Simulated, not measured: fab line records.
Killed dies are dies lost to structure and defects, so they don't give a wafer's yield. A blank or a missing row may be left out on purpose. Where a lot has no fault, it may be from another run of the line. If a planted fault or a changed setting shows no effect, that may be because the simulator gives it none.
Matching of chambers    flow sky130    rie_diel-02 running SKY_VIA2_ETCH_15: 4 sister chambers
The step etches SiO2 in C4F8/O2/Ar, stops on TiN, target depth 546 nm, time 84 s. 7 wafers are shown with their chamber, then 7 later ones without.

== WAFERS WITH THEIR CHAMBER ==
wafer   chamber  oes_product_au (a.u.)
L083.2  3        0.946
L083.5  2        0.944
L086.1  0        0.937
L086.4  1        0.939
L086.6  1        0.942
L091.1  0        0.943
L091.4  2        0.937

== WAFERS WITH NO CHAMBER GIVEN ==
wafer   oes_product_au (a.u.)
L091.5  0.935
L093.4  0.938
L093.5  0.935
L093.6  0.937
L096.2  0.935
L096.4  0.945
L096.6  0.946

== EACH ONE'S CHAMBER ==
wafer   from the rows above                in truth
L091.5  can't be placed: 0 or 1 or 2 or 3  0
L093.4  can't be placed: 0 or 1 or 2 or 3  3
L093.5  can't be placed: 0 or 1 or 2 or 3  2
L093.6  can't be placed: 0 or 1 or 2 or 3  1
L096.2  can't be placed: 0 or 1 or 2 or 3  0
L096.4  can't be placed: 3 or 2 or 1 or 0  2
L096.6  can't be placed: 3 or 2 or 1 or 0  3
Correct placement for 0 of the 7. Can't be placed from these rows: 7 (the true chamber is among the candidates in 7). Number placed wrongly: 0.
How it was worked out, from the rows above alone: a wafer's distance from a chamber is the root of the sum, over the readings, of the square of ((its reading less the chamber's mean) divided by the reading's scatter). If the next closest chamber is less than 2 further off than the closest, the wafer can't be placed; otherwise it belongs to the closest. A chamber's mean is the mean of its shown wafers. How the scatter is found: for the shown wafers, subtract from each reading the mean of its chamber, square and add these, divide the total by (wafers less chambers), then take the root.
